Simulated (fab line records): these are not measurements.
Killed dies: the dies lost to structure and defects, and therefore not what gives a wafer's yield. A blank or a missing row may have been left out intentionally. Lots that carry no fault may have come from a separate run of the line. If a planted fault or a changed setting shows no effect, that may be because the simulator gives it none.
Problem report in the 8D (eight disciplines) form, filled by code || flow gf180mcu || the parts of the form that need people (team, actions taken, sign-off) are left out

== 1. PROBLEM STATEMENT ==
Wafers free of any fault read 998 nm (standard deviation 12) for PASSIVATION_CVD_00_THK at GF_PASSIVATION_THK_MEAS_01, against a mean of 701 nm on 4 wafers of 3 lots. That is -25 standard deviations from the usual mean.
The first sign was on wafer L891.6 at day 32 00:52, on filmMetro-02. The record has a number at this step for 36 wafers belonging to 12 lots. By rule, "out" or "out of limits" means more than 4 standard deviations away from the usual mean. The other wafers with a number count as sound.

== 2. WHAT IT IS; WHAT IT IS NOT ==
{"question": "which readings at this step", "is": "PASSIVATION_CVD_00_THK", "is not": "-"}
{"question": "which lots", "is": "L891, L892, L893", "is not": "L878, L883, L885, L886, L887, L896, L898, L900, L901"}
{"question": "which wafers of those lots", "is": "L891.6, L892.6, L893.2, L893.5", "is not": "L891.1, L891.5, L892.3, L892.5, L893.6"}
{"question": "read on which gauges", "is": "filmMetro-02, filmMetro-04", "is not": "filmMetro-01"}
{"question": "when", "is": "from day 32 00:52", "is not": "up to then (17 sound wafers); but 15 sound wafers of L892, L893, L896, L898, L900, L901 came after"}

== 3. WHAT RULES OUT EACH SUSPECT ==
Counting: if a tool at a process step up to the reading ran every lot that is out, it stays a suspect. Sound lots after the first of them don't rule it out here, since some wafers of a struck lot are sound.
- ruled out: the gauge at GF_PASSIVATION_THK_MEAS_01. The wafers that are out were read on 2 gauges (filmMetro-02, filmMetro-04).
- pecvd-02 at GF_PASSIVATION_CVD_00 (deposits SiO2 from TEOS, target thk 1000 nm, time 111.95 s): kept. It processed each lot that is out (first: L891, day 32 00:47); up to then, its last sound lot is L887 (day 31 07:52).
- pecvd-02, GF_PASSIVATION_CVD_00: wafers that are out in chamber 1, sound lot-mates in chambers 0, 2.
The count leaves pecvd-02 at GF_PASSIVATION_CVD_00.

== 4. THE CAUSE (what the simulator had put in) ==
pecvd-02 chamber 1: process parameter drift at GF_PASSIVATION_CVD_00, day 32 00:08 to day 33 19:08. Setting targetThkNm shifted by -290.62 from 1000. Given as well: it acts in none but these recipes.
After counting, this tool was the only one left.

== 5. THE EFFECT CHAIN, in route order ==
Each row: a reading where the mean over the struck wafers with a number is more than 3 standard deviations away from the usual. Readings are gone through only where the record gives a usual standard deviation; hours: the median, over the lots, of the time from a lot's start at the first step in this table giving one to that lot's start at this step; sigmas: the change measured in usual standard deviations.
{"hours": 0, "step": "GF_PASSIVATION_THK_MEAS_01", "reading": "PASSIVATION_CVD_00_THK", "usual": "998 nm", "on struck wafers": 701, "change": -297, "sigmas": -25}

== 6. HOW IT WOULD HAVE BEEN CAUGHT EARLIER ==
In this record the first reading out of limits at a measuring or inspecting step was taken at day 32 00:52, 1 hour after the fault began at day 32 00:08.
No tool reading at GF_PASSIVATION_CVD_00 that has a usual standard deviation in the record was out on any struck wafer, so an alarm limit of 4 standard deviations on those readings would not have fired.
Among the 3 lots that are out, L892, L893 began GF_PASSIVATION_CVD_00 on pecvd-02 after day 32 00:52. A hold on the tool at that time would have spared those 2.
